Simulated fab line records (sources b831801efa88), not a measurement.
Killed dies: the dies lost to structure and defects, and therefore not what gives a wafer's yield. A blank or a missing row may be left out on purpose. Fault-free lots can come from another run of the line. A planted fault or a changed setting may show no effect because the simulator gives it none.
fab line records || flow sfq-line || part 2 of 2: steps 24 to 32 of 32
record {"lots": 5, "wafers": 15, "last-day": 92}
route steps=325 shown L0V@17 M0@28 I0@43
lots that met no fault: taken from a fault-free run of the same line
start-h: hours from the record's first day to the start of the lot's first wafer shown || wait-h: hours since the lot's step before || " repeats the value in the row above || L1.1+2: several wafers, shown together as one row || - either no value or no given start || * or withheld: withheld || < > ~ a bound
route shown NAME@n: names a module that has steps shown in the file, with the first one's number in the route || usual: mean and standard deviation over wafers with no fault || same: alike in all rows || chamber/n: place in a boat || sites: per-site readings || _std_site: the standard deviation of these || _edge_site: outer sites' mean less inner sites' || radius-mm: for every site, how far away it sits from the centre of the wafer || mask NAME#n: copy n || behind: the tool/chamber that last shaped the wafer || hold: what put the lot on hold/how long, in hours/how the hold closed || device: transistor that didn't switch, given as n, p or np || end of line: the tests these same wafers got at the end of their route || a step without rows: its recipe alone || killed: not the wafer's yield, but the dies lost to structure and defects at the first sort || map: dies across one wafer; x = killed, . = not, _ = none there
set.NAME: the setting as run; set.NAME@STEP: as run at that earlier step || model.NAME: the simulator's own value behind a step, which no gauge read
lots at some steps of the route; a table a step, a row a wafer
services: a tool's chamber out of use, with start hour (start-h, from the record's first day; less than 0 if before it), hours out, and reason
## steps
# step SFQ_TRILAYER_M0_STRIP_STRIP_025
# recipe {"gas": "O2", "power-w": 200, "platen-temp-c": 40, "overash-fraction": 0.65, "chemistry": "O2", "pressure-mtorr": 50}
# usual {"drypump-motor-current-A": "6.2/0.44", "oes-product-au": "1.000/0.0085", "platen-temp-c": "40.01/0.099"}
{"lot.wafer": "L079.2", "tool": "rie-metal-02", "chamber": 1, "start-h": 262.08, "wait-h": 0.1, "drypump-motor-current-A": 6.8, "oes-product-au": 1.008, "platen-temp-c": 39.97, "rf-hours-counter-h": 21}
{"lot.wafer": "L079.5", "tool": "rie-metal-02", "chamber": 1, "start-h": 262.08, "wait-h": 0.1, "drypump-motor-current-A": 6.8, "oes-product-au": 1.010, "platen-temp-c": 39.99, "rf-hours-counter-h": "-"}
{"lot.wafer": "L079.6", "tool": "rie-metal-02", "chamber": 0, "start-h": 262.08, "wait-h": 0.1, "drypump-motor-current-A": 6.4, "oes-product-au": 0.998, "platen-temp-c": 40.14, "rf-hours-counter-h": "-"}
{"lot.wafer": "L084.1", "tool": "rie-metal-04", "chamber": 0, "start-h": 301.32, "wait-h": 0.1, "drypump-motor-current-A": 5.7, "oes-product-au": 0.989, "platen-temp-c": 39.97, "rf-hours-counter-h": 152}
{"lot.wafer": "L084.4", "tool": "rie-metal-04", "chamber": 0, "start-h": 301.32, "wait-h": 0.1, "drypump-motor-current-A": 5.7, "oes-product-au": 0.988, "platen-temp-c": 40.06, "rf-hours-counter-h": "-"}
{"lot.wafer": "L084.6", "tool": "rie-metal-04", "chamber": 1, "start-h": 301.32, "wait-h": 0.1, "drypump-motor-current-A": 6.2, "oes-product-au": 1.012, "platen-temp-c": 39.89, "rf-hours-counter-h": "-"}
{"lot.wafer": "L085.1", "tool": "rie-metal-03", "chamber": 1, "start-h": 308.70, "wait-h": 0.2, "drypump-motor-current-A": 6.3, "oes-product-au": 1.002, "platen-temp-c": 39.99, "rf-hours-counter-h": 33}
{"lot.wafer": "L085.2", "tool": "rie-metal-03", "chamber": 1, "start-h": 308.70, "wait-h": 0.2, "drypump-motor-current-A": 6.3, "oes-product-au": 0.997, "platen-temp-c": 39.97, "rf-hours-counter-h": "-"}
{"lot.wafer": "L085.6", "tool": "rie-metal-03", "chamber": 1, "start-h": 308.70, "wait-h": 0.2, "drypump-motor-current-A": 6.3, "oes-product-au": 0.990, "platen-temp-c": 39.86, "rf-hours-counter-h": "-"}
{"lot.wafer": "L089.1", "tool": "rie-metal-04", "chamber": 0, "start-h": 350.96, "wait-h": 0.1, "drypump-motor-current-A": 5.6, "oes-product-au": 0.997, "platen-temp-c": 40.08, "rf-hours-counter-h": 158}
{"lot.wafer": "L089.4", "tool": "rie-metal-04", "chamber": 1, "start-h": 350.96, "wait-h": 0.1, "drypump-motor-current-A": 6.3, "oes-product-au": 1.009, "platen-temp-c": 39.98, "rf-hours-counter-h": "-"}
{"lot.wafer": "L089.6", "tool": "rie-metal-04", "chamber": 1, "start-h": 350.96, "wait-h": 0.1, "drypump-motor-current-A": 6.2, "oes-product-au": 1.005, "platen-temp-c": 40.12, "rf-hours-counter-h": "-"}
{"lot.wafer": "L092.1", "tool": "rie-metal-02", "chamber": 1, "start-h": 383.61, "wait-h": 0.1, "drypump-motor-current-A": 6.8, "oes-product-au": 1.015, "platen-temp-c": 39.94, "rf-hours-counter-h": 36}
{"lot.wafer": "L092.5", "tool": "rie-metal-02", "chamber": 1, "start-h": 383.61, "wait-h": 0.1, "drypump-motor-current-A": 6.8, "oes-product-au": 1.009, "platen-temp-c": 40.20, "rf-hours-counter-h": "-"}
{"lot.wafer": "L092.6", "tool": "rie-metal-02", "chamber": 0, "start-h": 383.61, "wait-h": 0.1, "drypump-motor-current-A": 6.4, "oes-product-au": 0.994, "platen-temp-c": 39.95, "rf-hours-counter-h": "-"}
# step SFQ_TRILAYER_M0_STRIP_SOLV_CLEAN_026
# recipe {"chemistry": "NMP", "temp-c": 70, "time-s": 600}
# usual {"temp-c": "70.01/0.11"}
{"lot.wafer": "L079.2", "tool": "wet-bench-04", "chamber": 2, "start-h": 262.68, "wait-h": 0.4, "temp-c": 69.86}
{"lot.wafer": "L079.5", "tool": "wet-bench-04", "chamber": 7, "start-h": 262.68, "wait-h": 0.4, "temp-c": 69.91}
{"lot.wafer": "L079.6", "tool": "wet-bench-04", "chamber": 3, "start-h": 262.68, "wait-h": 0.4, "temp-c": 69.92}
{"lot.wafer": "L084.1", "tool": "wet-bench-01", "chamber": 0, "start-h": 301.92, "wait-h": 0.4, "temp-c": 70.15}
{"lot.wafer": "L084.4", "tool": "wet-bench-01", "chamber": 2, "start-h": 301.92, "wait-h": 0.4, "temp-c": 69.96}
{"lot.wafer": "L084.6", "tool": "wet-bench-01", "chamber": 7, "start-h": 301.92, "wait-h": 0.4, "temp-c": 70.08}
{"lot.wafer": "L085.1", "tool": "wet-bench-04", "chamber": 4, "start-h": 309.90, "wait-h": 1.0, "temp-c": 69.94}
{"lot.wafer": "L085.2", "tool": "wet-bench-04", "chamber": 0, "start-h": 309.90, "wait-h": 1.0, "temp-c": 69.98}
{"lot.wafer": "L085.6", "tool": "wet-bench-04", "chamber": 6, "start-h": 309.90, "wait-h": 1.0, "temp-c": 70.01}
{"lot.wafer": "L089.1", "tool": "wet-bench-01", "chamber": 7, "start-h": 351.56, "wait-h": 0.4, "temp-c": 69.79}
{"lot.wafer": "L089.4", "tool": "wet-bench-01", "chamber": 0, "start-h": 351.56, "wait-h": 0.4, "temp-c": 70.05}
{"lot.wafer": "L089.6", "tool": "wet-bench-01", "chamber": 1, "start-h": 351.56, "wait-h": 0.4, "temp-c": 69.91}
{"lot.wafer": "L092.1", "tool": "wet-bench-04", "chamber": 5, "start-h": 384.21, "wait-h": 0.4, "temp-c": 69.93}
{"lot.wafer": "L092.5", "tool": "wet-bench-04", "chamber": 4, "start-h": 384.21, "wait-h": 0.4, "temp-c": 69.93}
{"lot.wafer": "L092.6", "tool": "wet-bench-04", "chamber": 0, "start-h": 384.21, "wait-h": 0.4, "temp-c": 70.08}
# step SFQ_TRILAYER_I0_DEP_PECVD_027
# recipe {"material": "SiO2", "temp-c": 150, "time-s": 111.11, "pressure-torr": 2.4, "rf-w": 183.3, "precursor": "SiH4/N2O", "target-thk-nm": 500}
# usual {"heater-power-w": "81/11", "throttle-valve-pct": "24.7/1.2"}
{"lot.wafer": "L079.2", "tool": "pecvd-02", "chamber": 0, "start-h": 262.86, "wait-h": 0.0, "heater-power-w": 101, "throttle-valve-pct": 23.8}
{"lot.wafer": "L079.5", "tool": "pecvd-02", "chamber": 0, "start-h": 262.86, "wait-h": 0.0, "heater-power-w": 102, "throttle-valve-pct": 23.3}
{"lot.wafer": "L079.6", "tool": "pecvd-02", "chamber": 2, "start-h": 262.86, "wait-h": 0.0, "heater-power-w": 60, "throttle-valve-pct": 22.9}
{"lot.wafer": "L084.1", "tool": "pecvd-02", "chamber": 2, "start-h": 302.09, "wait-h": 0.0, "heater-power-w": 71, "throttle-valve-pct": 22.9}
{"lot.wafer": "L084.4", "tool": "pecvd-02", "chamber": 1, "start-h": 302.09, "wait-h": 0.0, "heater-power-w": 58, "throttle-valve-pct": 23.9}
{"lot.wafer": "L084.6", "tool": "pecvd-02", "chamber": 0, "start-h": 302.09, "wait-h": 0.0, "heater-power-w": 100, "throttle-valve-pct": 23.8}
{"lot.wafer": "L085.1", "tool": "pecvd-03", "chamber": 0, "start-h": 310.08, "wait-h": 0.0, "heater-power-w": 102, "throttle-valve-pct": 25.2}
{"lot.wafer": "L085.2", "tool": "pecvd-03", "chamber": 2, "start-h": 310.08, "wait-h": 0.0, "heater-power-w": 77, "throttle-valve-pct": 23.1}
{"lot.wafer": "L085.6", "tool": "pecvd-03", "chamber": 1, "start-h": 310.08, "wait-h": 0.0, "heater-power-w": 78, "throttle-valve-pct": 23.5}
{"lot.wafer": "L089.1", "tool": "pecvd-03", "chamber": 0, "start-h": 351.75, "wait-h": 0.0, "heater-power-w": 92, "throttle-valve-pct": 25.1}
{"lot.wafer": "L089.4", "tool": "pecvd-03", "chamber": 2, "start-h": 351.75, "wait-h": 0.0, "heater-power-w": 81, "throttle-valve-pct": 23.4}
{"lot.wafer": "L089.6", "tool": "pecvd-03", "chamber": 0, "start-h": 351.75, "wait-h": 0.0, "heater-power-w": 97, "throttle-valve-pct": 25.0}
{"lot.wafer": "L092.1", "tool": "pecvd-02", "chamber": 2, "start-h": 384.39, "wait-h": 0.0, "heater-power-w": 74, "throttle-valve-pct": 23.2}
{"lot.wafer": "L092.5", "tool": "pecvd-02", "chamber": 0, "start-h": 384.39, "wait-h": 0.0, "heater-power-w": 98, "throttle-valve-pct": 24.2}
{"lot.wafer": "L092.6", "tool": "pecvd-02", "chamber": 1, "start-h": 384.39, "wait-h": 0.0, "heater-power-w": 66, "throttle-valve-pct": 24.1}
# step SFQ_TRILAYER_I0_CMP_CMP_028
# recipe {"material": "SiO2", "down-force-psi": 3, "platen-rpm": 60, "pad-velocity-m-s": 0.94248}
# usual {"motor-current-A": "10.5/1.2", "time-to-endpoint-s": "216/6.7"}
{"lot.wafer": "L079.2", "tool": "cmp-01", "chamber": 0, "start-h": 268.26, "wait-h": 5.4, "motor-current-A": 10.5, "time-to-endpoint-s": 215}
{"lot.wafer": "L079.6", "tool": "cmp-01", "chamber": 1, "start-h": 268.26, "wait-h": 5.4, "motor-current-A": 10.8, "time-to-endpoint-s": 237}
{"lot.wafer": "L079.5", "tool": "cmp-01", "chamber": 2, "start-h": 268.26, "wait-h": 5.4, "motor-current-A": 11.5, "time-to-endpoint-s": 223}
{"lot.wafer": "L084.4", "tool": "cmp-02", "chamber": 0, "start-h": 302.17, "wait-h": 0.0, "motor-current-A": 13.5, "time-to-endpoint-s": 220}
{"lot.wafer": "L084.1", "tool": "cmp-02", "chamber": 1, "start-h": 302.17, "wait-h": 0.0, "motor-current-A": 9.2, "time-to-endpoint-s": 224}
{"lot.wafer": "L084.6", "tool": "cmp-02", "chamber": 1, "start-h": 304.67, "wait-h": 2.5, "motor-current-A": 9.6, "time-to-endpoint-s": 224}
{"lot.wafer": "L085.1", "tool": "cmp-01", "chamber": 1, "start-h": 310.16, "wait-h": 0.0, "motor-current-A": 11.0, "time-to-endpoint-s": 210}
{"lot.wafer": "L085.2", "tool": "cmp-01", "chamber": 2, "start-h": 310.16, "wait-h": 0.0, "motor-current-A": 11.2, "time-to-endpoint-s": 211}
{"lot.wafer": "L085.6", "tool": "cmp-01", "chamber": 1, "start-h": 312.16, "wait-h": 2.0, "motor-current-A": 10.7, "time-to-endpoint-s": 214}
{"lot.wafer": "L089.1", "tool": "cmp-02", "chamber": 3, "start-h": 353.52, "wait-h": 1.7, "motor-current-A": 9.8, "time-to-endpoint-s": 213}
{"lot.wafer": "L089.4", "tool": "cmp-02", "chamber": 1, "start-h": 354.52, "wait-h": 2.7, "motor-current-A": 9.5, "time-to-endpoint-s": 218}
{"lot.wafer": "L089.6", "tool": "cmp-02", "chamber": 2, "start-h": 354.52, "wait-h": 2.7, "motor-current-A": 9.1, "time-to-endpoint-s": 221}
{"lot.wafer": "L092.1", "tool": "cmp-01", "chamber": 0, "start-h": 384.47, "wait-h": 0.0, "motor-current-A": 11.3, "time-to-endpoint-s": 208}
{"lot.wafer": "L092.6", "tool": "cmp-01", "chamber": 0, "start-h": 386.47, "wait-h": 2.0, "motor-current-A": 10.8, "time-to-endpoint-s": 214}
{"lot.wafer": "L092.5", "tool": "cmp-01", "chamber": 1, "start-h": 386.47, "wait-h": 2.0, "motor-current-A": 10.5, "time-to-endpoint-s": 212}
# step SFQ_I0_BOW_MEAS_907
# recipe {"mode": "bow"}
# usual {"I0_BOW": "1/7.2"}
{"lot.wafer": "L079.2", "tool": "film-metro-03", "chamber": "-", "start-h": 269.78, "wait-h": 1.0, "I0_BOW[um]": -5}
{"lot.wafer": "L079.5", "tool": "film-metro-03", "chamber": "-", "start-h": 269.78, "wait-h": 1.0, "I0_BOW[um]": -9}
{"lot.wafer": "L079.6", "tool": "film-metro-03", "chamber": "-", "start-h": 269.78, "wait-h": 1.0, "I0_BOW[um]": -3}
{"lot.wafer": "L084.1", "tool": "film-metro-03", "chamber": "-", "start-h": 305.17, "wait-h": 2.0, "I0_BOW[um]": 3}
{"lot.wafer": "L084.4", "tool": "film-metro-03", "chamber": "-", "start-h": 305.17, "wait-h": 2.0, "I0_BOW[um]": -6}
{"lot.wafer": "L084.6", "tool": "film-metro-03", "chamber": "-", "start-h": 305.17, "wait-h": 2.0, "I0_BOW[um]": 6}
{"lot.wafer": "L085.1", "tool": "film-metro-04", "chamber": "-", "start-h": 313.16, "wait-h": 2.5, "I0_BOW[um]": -10}
{"lot.wafer": "L085.2", "tool": "film-metro-04", "chamber": "-", "start-h": 313.16, "wait-h": 2.5, "I0_BOW[um]": 12}
{"lot.wafer": "L085.6", "tool": "film-metro-04", "chamber": "-", "start-h": 313.16, "wait-h": 2.5, "I0_BOW[um]": -3}
{"lot.wafer": "L089.1", "tool": "film-metro-04", "chamber": "-", "start-h": 356.02, "wait-h": 2.0, "I0_BOW[um]": 8}
{"lot.wafer": "L089.4", "tool": "film-metro-04", "chamber": "-", "start-h": 356.02, "wait-h": 2.0, "I0_BOW[um]": -1}
{"lot.wafer": "L089.6", "tool": "film-metro-04", "chamber": "-", "start-h": 356.02, "wait-h": 2.0, "I0_BOW[um]": 1}
{"lot.wafer": "L092.1", "tool": "film-metro-02", "chamber": "-", "start-h": 387.47, "wait-h": 2.5, "I0_BOW[um]": 8}
{"lot.wafer": "L092.5", "tool": "film-metro-02", "chamber": "-", "start-h": 387.47, "wait-h": 2.5, "I0_BOW[um]": -2}
{"lot.wafer": "L092.6", "tool": "film-metro-02", "chamber": "-", "start-h": 387.47, "wait-h": 2.5, "I0_BOW[um]": -5}
# step SFQ_TRILAYER_I0_METRO_MEASURE_029
# usual {"thk-nm": "200.4/0.97"}
{"lot.wafer": "L079.2", "tool": "film-metro-03", "chamber": "-", "start-h": 270.08, "wait-h": 0.3, "thk-nm": 199.8}
{"lot.wafer": "L079.5", "tool": "film-metro-03", "chamber": "-", "start-h": 270.08, "wait-h": 0.3, "thk-nm": 201.8}
{"lot.wafer": "L079.6", "tool": "film-metro-03", "chamber": "-", "start-h": 270.08, "wait-h": 0.3, "thk-nm": 201.1}
{"lot.wafer": "L084.1", "tool": "film-metro-03", "chamber": "-", "start-h": 305.29, "wait-h": 0.1, "thk-nm": 202.3}
{"lot.wafer": "L084.4", "tool": "film-metro-03", "chamber": "-", "start-h": 305.29, "wait-h": 0.1, "thk-nm": 203.2}
{"lot.wafer": "L084.6", "tool": "film-metro-03", "chamber": "-", "start-h": 305.29, "wait-h": 0.1, "thk-nm": 200.7}
{"lot.wafer": "L085.1", "tool": "film-metro-04", "chamber": "-", "start-h": 313.28, "wait-h": 0.1, "thk-nm": 198.6}
{"lot.wafer": "L085.2", "tool": "film-metro-04", "chamber": "-", "start-h": 313.28, "wait-h": 0.1, "thk-nm": 199.3}
{"lot.wafer": "L085.6", "tool": "film-metro-04", "chamber": "-", "start-h": 313.28, "wait-h": 0.1, "thk-nm": 200.4}
{"lot.wafer": "L089.1", "tool": "film-metro-04", "chamber": "-", "start-h": 356.14, "wait-h": 0.1, "thk-nm": 199.8}
{"lot.wafer": "L089.4", "tool": "film-metro-04", "chamber": "-", "start-h": 356.14, "wait-h": 0.1, "thk-nm": 200.9}
{"lot.wafer": "L089.6", "tool": "film-metro-04", "chamber": "-", "start-h": 356.14, "wait-h": 0.1, "thk-nm": 200.9}
{"lot.wafer": "L092.1", "tool": "film-metro-02", "chamber": "-", "start-h": 387.59, "wait-h": 0.1, "thk-nm": 200.6}
{"lot.wafer": "L092.5", "tool": "film-metro-02", "chamber": "-", "start-h": 387.59, "wait-h": 0.1, "thk-nm": 200.6}
{"lot.wafer": "L092.6", "tool": "film-metro-02", "chamber": "-", "start-h": 387.59, "wait-h": 0.1, "thk-nm": 200.8}
# step SFQ_TRILAYER_I0_VIA_LITHO_COAT_036
# recipe {"resist": "BARC", "spin-rpm": 3000, "resist-thk-nm": 62}
# usual {"exhaust-pa": "45.1/1", "spin-speed-rpm": "2999.7/2.3"}
{"lot.wafer": "L079.2", "tool": "litho-track-01", "chamber": 0, "start-h": 271.13, "wait-h": 0.8, "exhaust-pa": 44.5, "spin-speed-rpm": 2999.0}
{"lot.wafer": "L079.5", "tool": "litho-track-01", "chamber": 0, "start-h": 271.13, "wait-h": 0.8, "exhaust-pa": 45.5, "spin-speed-rpm": 2997.5}
{"lot.wafer": "L079.6", "tool": "litho-track-01", "chamber": 0, "start-h": 271.13, "wait-h": 0.8, "exhaust-pa": 44.7, "spin-speed-rpm": 2997.4}
{"lot.wafer": "L084.1", "tool": "litho-track-04", "chamber": 0, "start-h": 306.49, "wait-h": 1.0, "exhaust-pa": 45.5, "spin-speed-rpm": 2998.3}
{"lot.wafer": "L084.4", "tool": "litho-track-04", "chamber": 0, "start-h": 306.49, "wait-h": 1.0, "exhaust-pa": 45.2, "spin-speed-rpm": 2999.8}
{"lot.wafer": "L084.6", "tool": "litho-track-04", "chamber": 0, "start-h": 306.49, "wait-h": 1.0, "exhaust-pa": 44.8, "spin-speed-rpm": 2996.4}
{"lot.wafer": "L085.1", "tool": "litho-track-01", "chamber": 0, "start-h": 314.48, "wait-h": 1.0, "exhaust-pa": 45.6, "spin-speed-rpm": 2998.4}
{"lot.wafer": "L085.2", "tool": "litho-track-01", "chamber": 0, "start-h": 314.48, "wait-h": 1.0, "exhaust-pa": 46.2, "spin-speed-rpm": 2998.4}
{"lot.wafer": "L085.6", "tool": "litho-track-01", "chamber": 0, "start-h": 314.48, "wait-h": 1.0, "exhaust-pa": 47.1, "spin-speed-rpm": 3001.0}
{"lot.wafer": "L089.1", "tool": "litho-track-04", "chamber": 0, "start-h": 357.34, "wait-h": 1.0, "exhaust-pa": 46.0, "spin-speed-rpm": 3002.6}
{"lot.wafer": "L089.4", "tool": "litho-track-04", "chamber": 0, "start-h": 357.34, "wait-h": 1.0, "exhaust-pa": 44.1, "spin-speed-rpm": 2999.3}
{"lot.wafer": "L089.6", "tool": "litho-track-04", "chamber": 0, "start-h": 357.34, "wait-h": 1.0, "exhaust-pa": 46.6, "spin-speed-rpm": 3002.5}
{"lot.wafer": "L092.1", "tool": "litho-track-01", "chamber": 0, "start-h": 388.79, "wait-h": 1.0, "exhaust-pa": 45.2, "spin-speed-rpm": 2999.5}
{"lot.wafer": "L092.5", "tool": "litho-track-01", "chamber": 0, "start-h": 388.79, "wait-h": 1.0, "exhaust-pa": 44.3, "spin-speed-rpm": 3001.6}
{"lot.wafer": "L092.6", "tool": "litho-track-01", "chamber": 0, "start-h": 388.79, "wait-h": 1.0, "exhaust-pa": 44.1, "spin-speed-rpm": 3002.3}
# step SFQ_TRILAYER_I0_VIA_LITHO_COAT_031
# recipe {"resist": "KrF", "spin-rpm": 3000, "resist-thk-nm": 650}
# usual {"exhaust-pa": "45.0/0.85", "spin-speed-rpm": "2999.9/2.1"}
{"lot.wafer": "L079.2", "tool": "litho-track-01", "chamber": 0, "start-h": 271.43, "wait-h": 0.2, "exhaust-pa": 44.4, "spin-speed-rpm": 3000.5}
{"lot.wafer": "L079.5", "tool": "litho-track-01", "chamber": 0, "start-h": 271.43, "wait-h": 0.2, "exhaust-pa": 46.0, "spin-speed-rpm": 2999.9}
{"lot.wafer": "L079.6", "tool": "litho-track-01", "chamber": 0, "start-h": 271.43, "wait-h": 0.2, "exhaust-pa": 44.4, "spin-speed-rpm": 3001.4}
{"lot.wafer": "L084.1", "tool": "litho-track-04", "chamber": 0, "start-h": 306.79, "wait-h": 0.2, "exhaust-pa": 44.9, "spin-speed-rpm": 2998.8}
{"lot.wafer": "L084.4", "tool": "litho-track-04", "chamber": 0, "start-h": 306.79, "wait-h": 0.2, "exhaust-pa": 46.3, "spin-speed-rpm": 2999.1}
{"lot.wafer": "L084.6", "tool": "litho-track-04", "chamber": 0, "start-h": 306.79, "wait-h": 0.2, "exhaust-pa": 45.3, "spin-speed-rpm": 2998.8}
{"lot.wafer": "L085.1", "tool": "litho-track-01", "chamber": 0, "start-h": 314.78, "wait-h": 0.2, "exhaust-pa": 46.2, "spin-speed-rpm": 3002.5}
{"lot.wafer": "L085.2", "tool": "litho-track-01", "chamber": 0, "start-h": 314.78, "wait-h": 0.2, "exhaust-pa": 45.8, "spin-speed-rpm": 3000.2}
{"lot.wafer": "L085.6", "tool": "litho-track-01", "chamber": 0, "start-h": 314.78, "wait-h": 0.2, "exhaust-pa": 45.6, "spin-speed-rpm": 2999.6}
{"lot.wafer": "L089.1", "tool": "litho-track-04", "chamber": 0, "start-h": 357.64, "wait-h": 0.2, "exhaust-pa": 43.7, "spin-speed-rpm": 3002.2}
{"lot.wafer": "L089.4", "tool": "litho-track-04", "chamber": 0, "start-h": 357.64, "wait-h": 0.2, "exhaust-pa": 44.2, "spin-speed-rpm": 3000.6}
{"lot.wafer": "L089.6", "tool": "litho-track-04", "chamber": 0, "start-h": 357.64, "wait-h": 0.2, "exhaust-pa": 44.5, "spin-speed-rpm": 3000.7}
{"lot.wafer": "L092.1", "tool": "litho-track-01", "chamber": 0, "start-h": 389.09, "wait-h": 0.2, "exhaust-pa": 45.9, "spin-speed-rpm": 2998.8}
{"lot.wafer": "L092.5", "tool": "litho-track-01", "chamber": 0, "start-h": 389.09, "wait-h": 0.2, "exhaust-pa": 45.6, "spin-speed-rpm": 3000.7}
{"lot.wafer": "L092.6", "tool": "litho-track-01", "chamber": 0, "start-h": 389.09, "wait-h": 0.2, "exhaust-pa": 44.3, "spin-speed-rpm": 2999.1}
# step SFQ_TRILAYER_I0_VIA_LITHO_SOFTBAKE_035
# recipe {"temp-c": "withheld", "time-s": "withheld", "resist": "KrF"}
# usual {"exhaust-pa": "45.1/0.87"}
{"lot.wafer": "L079.2", "tool": "litho-track-01", "chamber": 0, "start-h": 271.71, "wait-h": 0.2, "exhaust-pa": 45.0}
{"lot.wafer": "L079.5", "tool": "litho-track-01", "chamber": 0, "start-h": 271.71, "wait-h": 0.2, "exhaust-pa": 46.0}
{"lot.wafer": "L079.6", "tool": "litho-track-01", "chamber": 0, "start-h": 271.71, "wait-h": 0.2, "exhaust-pa": 44.4}
{"lot.wafer": "L084.1", "tool": "litho-track-04", "chamber": 0, "start-h": 307.09, "wait-h": 0.2, "exhaust-pa": 44.9}
{"lot.wafer": "L084.4", "tool": "litho-track-04", "chamber": 0, "start-h": 307.09, "wait-h": 0.2, "exhaust-pa": 44.9}
{"lot.wafer": "L084.6", "tool": "litho-track-04", "chamber": 0, "start-h": 307.09, "wait-h": 0.2, "exhaust-pa": 43.8}
{"lot.wafer": "L085.1", "tool": "litho-track-01", "chamber": 0, "start-h": 315.08, "wait-h": 0.2, "exhaust-pa": 44.4}
{"lot.wafer": "L085.2", "tool": "litho-track-01", "chamber": 0, "start-h": 315.08, "wait-h": 0.2, "exhaust-pa": 45.7}
{"lot.wafer": "L085.6", "tool": "litho-track-01", "chamber": 0, "start-h": 315.08, "wait-h": 0.2, "exhaust-pa": 44.8}
{"lot.wafer": "L089.1", "tool": "litho-track-04", "chamber": 0, "start-h": 357.94, "wait-h": 0.2, "exhaust-pa": 45.1}
{"lot.wafer": "L089.4", "tool": "litho-track-04", "chamber": 0, "start-h": 357.94, "wait-h": 0.2, "exhaust-pa": 44.9}
{"lot.wafer": "L089.6", "tool": "litho-track-04", "chamber": 0, "start-h": 357.94, "wait-h": 0.2, "exhaust-pa": 44.4}
{"lot.wafer": "L092.1", "tool": "litho-track-01", "chamber": 0, "start-h": 389.39, "wait-h": 0.2, "exhaust-pa": 44.8}
{"lot.wafer": "L092.5", "tool": "litho-track-01", "chamber": 0, "start-h": 389.39, "wait-h": 0.2, "exhaust-pa": 42.5}
{"lot.wafer": "L092.6", "tool": "litho-track-01", "chamber": 0, "start-h": 389.39, "wait-h": 0.2, "exhaust-pa": 44.1}
## services
{"tool": "krf-scanner-02", "chamber": "-", "start-h": 85.91, "hours": 11.6, "kind": "pm"}
{"tool": "rie-metal-02", "chamber": "-", "start-h": 90.62, "hours": 2.8, "kind": "pm"}
{"tool": "krf-scanner-02", "chamber": "-", "start-h": 99.86, "hours": 1.3, "kind": "pm"}
{"tool": "pvd-sputter-04", "chamber": "-", "start-h": 131.97, "hours": 3.1, "kind": "repair"}
{"tool": "pvd-sputter-04", "chamber": "-", "start-h": 145.30, "hours": 1.6, "kind": "repair"}
{"tool": "rie-diel-04", "chamber": 0, "start-h": 145.51, "hours": 11.0, "kind": "repair"}
{"tool": "krf-scanner-02", "chamber": "-", "start-h": 158.31, "hours": 0.4, "kind": "repair"}
{"tool": "rie-metal-04", "chamber": "-", "start-h": 165.69, "hours": 2.8, "kind": "pm"}
{"tool": "krf-scanner-02", "chamber": "-", "start-h": 189.96, "hours": 1.0, "kind": "pm"}
{"tool": "krf-scanner-02", "chamber": "-", "start-h": 200.81, "hours": 0.8, "kind": "pm"}
{"tool": "rie-diel-04", "chamber": "-", "start-h": 201.55, "hours": 4.3, "kind": "pm"}
{"tool": "rie-diel-04", "chamber": 0, "start-h": 236.49, "hours": 2.2, "kind": "repair"}
{"tool": "rie-diel-04", "chamber": 3, "start-h": 239.77, "hours": 9.3, "kind": "repair"}
{"tool": "rie-diel-04", "chamber": "-", "start-h": 259.37, "hours": 1.1, "kind": "repair"}
{"tool": "krf-scanner-02", "chamber": "-", "start-h": 273.56, "hours": 1.3, "kind": "pm"}
{"tool": "rie-diel-04", "chamber": 0, "start-h": 292.23, "hours": 2.4, "kind": "repair"}
{"tool": "rie-diel-04", "chamber": 1, "start-h": 304.55, "hours": 6.9, "kind": "repair"}
{"tool": "krf-scanner-02", "chamber": "-", "start-h": 305.56, "hours": 0.5, "kind": "repair"}
{"tool": "rie-diel-04", "chamber": 3, "start-h": 306.82, "hours": 3.1, "kind": "repair"}
{"tool": "pvd-sputter-04", "chamber": "-", "start-h": 319.85, "hours": 0.8, "kind": "repair"}
{"tool": "rie-diel-04", "chamber": 0, "start-h": 359.06, "hours": 4.8, "kind": "repair"}
{"tool": "krf-scanner-02", "chamber": "-", "start-h": 362.44, "hours": 1.0, "kind": "pm"}
{"tool": "krf-scanner-02", "chamber": "-", "start-h": 368.41, "hours": 0.8, "kind": "pm"}
{"tool": "rie-metal-04", "chamber": "-", "start-h": 388.99, "hours": 1.4, "kind": "pm"}
